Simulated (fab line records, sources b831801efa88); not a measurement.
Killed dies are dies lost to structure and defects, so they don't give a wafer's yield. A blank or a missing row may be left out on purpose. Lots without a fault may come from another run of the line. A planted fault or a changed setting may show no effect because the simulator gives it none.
A struck lot beside a sound one | flow sky130 | 44 steps out of a route of 708
Sound: wafers L173.4, L173.5, L173.6. Struck: wafer L183.2. (L183.3, L183.4 of the same lot were not struck and are left out.) The cause comes at the end.
At each step with rows: each side's tool, then ch and its chambers, then its first start. Under that, the readings that differ: sound wafers | struck wafers | difference of the means | sigmas: that difference in standard deviations of wafers without a fault.
alike: readings whose means differ by less than 2 such deviations, and words and numbers that are the same on both sides. not compared: withheld readings, readings that some wafer has no value for, bounds like >300 that may hide the same value, and numbers for which the record gives no deviation and whose values overlap.
The two part at a step that has a row with sigmas, a row that says differs or no value, or rows on one side only. Numbers that don't overlap but have no deviation are shown without sigmas and don't part them. A reading that every wafer of one side lacks parts them only if that side has two wafers or more.

first, 3 steps without rows for these wafers: SKY_VIA3_STRIP_17 (strips in post etch residue remover, time 1200 s); SKY_VIA3_CLEAN_18 (cleans in IPA, time 180 s); SKY_VIA3_CLEAN_19 (cleans in O3/DIW).
SKY_VIA3_SPUTTER_20: material TiN, target thk 20 nm, time 80 s.
  sound on pvd_sputter-04, day 42 17:46; struck on pvd_sputter-04, day 45 07:31
  alike: throttle_valve_pct
then, 1 step without rows for these wafers: SKY_VIA3_CVD_21 (deposits W, target thk 390 nm, time 117.31 s).
SKY_VIA3_RS_MEAS_22: measures by four-point-probe.
  sound on film_metro-01, day 42 18:01; struck on film_metro-02, day 45 07:43
  alike: VIA3_W_RS
SKY_VIA3_THK_MEAS_23: measures by xrf.
  sound on film_metro-01, day 42 18:06; struck on film_metro-02, day 45 07:50
  reading         | sound       | struck | difference | sigmas
  VIA3_W_THK (nm) | 405 404 394 | 418    | +17        | +3
then, 1 step without rows for these wafers: SKY_VIA3_CMP_24 (polishes, stops on SiO2, t overpolish 20 s, target thk 0 nm).
SKY_METAL4_SPUTTER_00: material Ti, target thk 15 nm, time 10 s.
  sound on pvd_sputter-02, day 42 18:26; struck on pvd_sputter-03, day 45 08:11
  alike: throttle_valve_pct
then, 1 step without rows for these wafers: SKY_METAL4_SPUTTER_01 (material TiN, target thk 20 nm, time 16.7 s).
SKY_METAL4_SPUTTER_02: material AlCu, target thk 735 nm, time 39.1 s.
  sound on pvd_sputter-02, day 42 18:28; struck on pvd_sputter-03, day 45 08:13
  alike: throttle_valve_pct
then, 1 step without rows for these wafers: SKY_METAL4_SPUTTER_03 (material Ti, target thk 5 nm, time 3.3 s).
SKY_METAL4_SPUTTER_04: material TiN, target thk 70 nm, time 58.3 s.
  sound on pvd_sputter-02, day 42 18:32; struck on pvd_sputter-03, day 45 08:17
  reading                                    | sound            | struck | difference | sigmas
  model.TiN_of_METAL4_SPUTTER_04.thk_nm (nm) | 70.81 69.6 69.98 | 98.15  | +28.02     |
  alike: throttle_valve_pct
then, 1 step without rows for these wafers: SKY_CAP2M_CVD_00 (deposits SiO2, target thk 15.5 nm).
SKY_CAP2M_THK_MEAS_01:
  sound on film_metro-04, day 42 18:38; struck on film_metro-01, day 45 08:22
  alike: CAP2M_CVD_00_THK
then, 1 step without rows for these wafers: SKY_CAP2M_SPUTTER_02 (material TiN, target thk 200 nm, time 166.7 s).
SKY_CAP2M_RS_MEAS_03: measures by four-point-probe.
  sound on film_metro-04, day 42 18:50; struck on film_metro-04, day 45 08:32
  alike: CAP2M_TIN_RS
SKY_CAP2M_THK_MEAS_04: measures by xrf.
  sound on film_metro-04, day 42 18:55; struck on film_metro-04, day 45 08:39
  alike: CAP2M_TIN_THK
then, 7 steps without rows for these wafers: SKY_CAP2M_DEHYDRATE_05 (time 60 s); SKY_CAP2M_HMDS_06 (prime time 60 s); SKY_CAP2M_COAT_07 (resist thk 1140 nm); SKY_CAP2M_SOFTBAKE_08 (time 60 s); SKY_CAP2M_EXPOSE_09 (exposes mask CAP2M, target cd 1000 nm); SKY_CAP2M_PEB_10; SKY_CAP2M_DEVELOP_11 (develop time 60 s).
SKY_CAP2M_OVL_MEAS_12:
  sound on overlay-02, day 43 18:32; struck on overlay-01, day 46 06:11
  alike: CAP2M_OVL
SKY_CAP2M_METAL_ETCH_13: etches TiN in Cl2/BCl3, stops on SiO2, target depth 220 nm, time 62.9 s.
  sound on rie_metal-02 ch 0,1, day 43 18:35; struck on rie_metal-02 ch 0, day 46 06:13
  reading                | sound       | struck | difference                   | sigmas
  rf_fwd_power_W (W)     | 891 890 894 | 899    | +7                           | +2
  rf_hours_counter_h (h) | - - -       | 16     | no value on the sound wafers |
  alike: drypump_motor_current_A, mfc_cl2_sccm, oes_product_au, throttle_valve_pct
then, 12 steps without rows for these wafers: SKY_CAP2M_STRIP_14 (strips in O2/N2); SKY_CAP2M_STRIP_15 (strips in post etch residue remover, time 1200 s); SKY_CAP2M_CLEAN_16 (cleans in IPA, time 180 s); SKY_CAP2M_CLEAN_17 (cleans in O3/DIW); SKY_METAL4_DEHYDRATE_05 (time 60 s); SKY_METAL4_HMDS_06 (prime time 60 s); SKY_METAL4_COAT_07 (resist thk 60 nm); SKY_METAL4_COAT_08 (resist thk 1140 nm); SKY_METAL4_SOFTBAKE_09 (time 90 s); SKY_METAL4_EXPOSE_10 (exposes mask MM4, target cd 300 nm); SKY_METAL4_PEB_11; SKY_METAL4_DEVELOP_12 (develop time 60 s).
SKY_METAL4_CD_MEAS_13: target cd 300 nm.
  sound on cd_sem-01, day 44 18:13; struck on cd_sem-01, day 47 04:02
  alike: cd_nm
SKY_METAL4_OVL_MEAS_14:
  sound on overlay-02, day 44 18:18; struck on overlay-01, day 47 04:08
  alike: METAL4_OVL
SKY_METAL4_DESCUM_15: chemistry O2, time 8 s.
  sound on rie_metal-03 ch 0,1, day 44 18:20; struck on rie_metal-01 ch 0, day 47 04:10
  reading                | sound | struck | difference                   | sigmas
  rf_hours_counter_h (h) | - - - | 23     | no value on the sound wafers |
  alike: drypump_motor_current_A, oes_product_au, rf_fwd_power_W
SKY_METAL4_METAL_ETCH_18: etches the open film in Cl2/BCl3, stops on SiO2, target depth 845 nm, time 183.1 s.
  sound on rie_metal-01 ch 0,1, day 44 18:32; struck on rie_metal-03 ch 0, day 47 04:19
  reading                | sound             | struck | difference                   | sigmas
  oes_product_au (a.u.)  | 0.874 0.869 0.873 | 0.890  | +0.018                       | +3
  rf_hours_counter_h (h) | - - -             | 15     | no value on the sound wafers |
  alike: drypump_motor_current_A, mfc_cl2_sccm, rf_fwd_power_W, throttle_valve_pct
-- the record jumps here: 3 days lie between the struck wafers' starts before and after (it left off in module METAL4 and takes up again in module PAD_OPEN, whose first step shown is number 708 of the route) --
SKY_PAD_OPEN_PROBE_99:
  sound on prober-01, day 48 13:47; struck on prober-01, day 50 14:56
  reading                       | sound                | struck | difference | sigmas
  killed_at_front_end           | 19 9 6               | 24     | +13        | +3
  sort_bin_3_pad_short (%)      | 1.2 0.6 0.6          | 2.0    | +1.2       | +3
  model.etest.via4_chain.rc_ohm | 0.7799 0.8161 0.8027 | 0.8505 | +0.0509    |
  alike: defect_limited_yield, killed_at_M0_to_M3, killed_at_M4_up, killed_at_contacts, killed_at_other, killed_dies, killed_open, killed_short, sort_bin_5_function, sort_bin_6_memory, sort_n_pass, sort_yield_pct

WHERE THEY PART
First at SKY_VIA3_THK_MEAS_23; last, within this record, at SKY_PAD_OPEN_PROBE_99.

WHY: what the simulator had put in
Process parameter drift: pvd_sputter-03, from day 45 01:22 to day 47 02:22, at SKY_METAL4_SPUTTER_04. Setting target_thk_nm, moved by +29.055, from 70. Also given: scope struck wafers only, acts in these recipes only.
